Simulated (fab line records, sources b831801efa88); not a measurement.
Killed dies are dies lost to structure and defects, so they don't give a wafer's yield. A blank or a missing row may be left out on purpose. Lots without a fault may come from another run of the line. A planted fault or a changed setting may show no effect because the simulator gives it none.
Which tool did it? | flow sky130 | 11 lots, 33 wafers sampled, at 3 steps of a route of 708

WHAT THE GAUGES READ, wafer by wafer
SKY_SONOS_TUNNEL_TW_MEAS_12. Usual: SONOS_TUNNEL_TW 196.2, standard deviation 1.5.
lot  | measured     | on            | SONOS_TUNNEL_TW                     | flag
L470 | day 12 10:28 | film_metro-02 | 194.7 193.7 193.8                   |
L471 | day 12 15:29 | film_metro-04 | 196.8 196.2 195.9                   |
L472 | day 12 20:35 | film_metro-04 | 196.4 195.5 196.6                   |
L473 | day 13 06:53 | film_metro-02 | 193.7 193.7 192.9                   |
L474 | day 13 21:05 | film_metro-04 | 198.5 199.5 198.3                   |
L477 | day 14 15:02 | film_metro-04 | 196.6 197.4 197.4                   |
L484 | day 16 09:39 | film_metro-01 | 146.9 145.9 147.5 147.4 145.9 146.9 | OFF
L485 | day 16 16:36 | film_metro-02 | 144.6 144.2 144.7 145.1 144.0 145.2 | OFF
L488 | day 17 12:22 | film_metro-04 | 197.0 197.4 198.1                   |
L490 | day 18 02:52 | film_metro-04 | 197.9 197.5 198.5                   |
L493 | day 19 03:49 | film_metro-02 | 194.5 196.0 194.6                   |

SKY_LOCAL_INTERCONNECT_OVL_MEAS_12. Usual: LOCAL_INTERCONNECT_OVL 2 nm, standard deviation 5.7.
lot  | measured     | on         | LOCAL_INTERCONNECT_OVL (nm) | flag
L470 | day 31 03:58 | overlay-01 | 7 -6 -1                     |
L471 | day 31 11:37 | overlay-01 | -8 -5 5                     |
L472 | day 31 18:47 | overlay-02 | 12 5 7                      |
L473 | day 32 02:07 | overlay-01 | 15 11 9                     |
L474 | day 32 21:19 | overlay-02 | 3 4 5                       |
L477 | day 33 13:26 | overlay-02 | 7 -3 4                      |
L484 | day 35 10:49 | overlay-01 | -10 -8 -10                  |
L485 | day 35 13:16 | overlay-01 | 8 12 6                      |
L488 | day 36 13:28 | overlay-01 | -15 -8 0                    |
L490 | day 37 02:02 | overlay-02 | 0 1 3                       |
L493 | day 38 02:44 | overlay-02 | 5 18 10                     |

WHICH TOOL RAN EACH LOT (tool, then ch and the chambers of the sampled wafers, then the start)
lot  | SKY_SONOS_TUNNEL_IMPLANT_09
L470 | implanter-02 ch 0, day 12 10:01
L471 | implanter-02 ch 0, day 12 15:04
L472 | implanter-01 ch 0, day 12 20:10
L473 | implanter-02 ch 0, day 13 06:15
L474 | implanter-02 ch 0, day 13 20:40
L477 | implanter-02 ch 0, day 14 14:37
L484 | implanter-02 ch 0, day 16 09:07
L485 | implanter-02 ch 0, day 16 16:02
L488 | implanter-03 ch 0, day 17 11:58
L490 | implanter-01 ch 0, day 18 02:28
L493 | implanter-02 ch 0, day 19 02:57
- SKY_SONOS_TUNNEL_IMPLANT_09

WHAT THE TOOLS THEMSELVES READ (means of the sampled wafers that have a number; where no wafer has one, the mark that the record gives instead)
SKY_SONOS_TUNNEL_IMPLANT_09. Usual: beam_on_s 9.98 s, standard deviation 0.22; dose_ions_cm2 1.0001e+12, standard deviation 1.2e+09; faraday_current_uA 5.65, standard deviation 0.12.
lot  | tool         | beam_on_s (s) | dose_ions_cm2 | faraday_current_uA | flag
L470 | implanter-02 | 10.00         | 1.0002e+12    | 5.64               |
L471 | implanter-02 | 9.79          | 9.9947e+11    | 5.75               |
L472 | implanter-01 | 9.95          | 9.9887e+11    | 5.68               |
L473 | implanter-02 | 9.75          | 1.0008e+12    | 5.77               |
L474 | implanter-02 | 10.06         | 1.0006e+12    | 5.60               |
L477 | implanter-02 | 10.02         | 1.0007e+12    | 5.64               |
L484 | implanter-02 | 10.00         | 3.4300e+11    | 1.94               | OFF
L485 | implanter-02 | 10.06         | 3.4213e+11    | 1.93               | OFF
L488 | implanter-03 | 10.15         | 1.0006e+12    | 5.55               |
L490 | implanter-01 | 9.86          | 1.0009e+12    | 5.71               |
L493 | implanter-02 | 9.92          | 9.9920e+11    | 5.68               |

THE ANSWER, worked out from the rows above alone
Rule: a lot is off if the mean of its wafers that have a number lies more than 3 standard deviations from the usual mean. A lot without any number at a reading at which 4 lots or more have one is off too. The other lots that the step has rows for count as sound. The gauges are gone through in route order, then the tools' own readings, and for those a lot's mean is taken as printed above. The first step at which some lot is off is used, and at that step the reading that is off furthest; a lot without a number counts as furthest.
Off: L484, L485, at SKY_SONOS_TUNNEL_TW_MEAS_12 (SONOS_TUNNEL_TW).
A tool fits if, at a process step before that reading, it ran every lot that is off, and no sound lot after the first of them. The gauges at SKY_SONOS_TUNNEL_TW_MEAS_12 aren't tried: what is off there is off at SKY_SONOS_TUNNEL_IMPLANT_09 too, on other tools, and a gauge's error can't cause that. None of those tried fits.

WHAT THE SIMULATOR HAD PUT IN
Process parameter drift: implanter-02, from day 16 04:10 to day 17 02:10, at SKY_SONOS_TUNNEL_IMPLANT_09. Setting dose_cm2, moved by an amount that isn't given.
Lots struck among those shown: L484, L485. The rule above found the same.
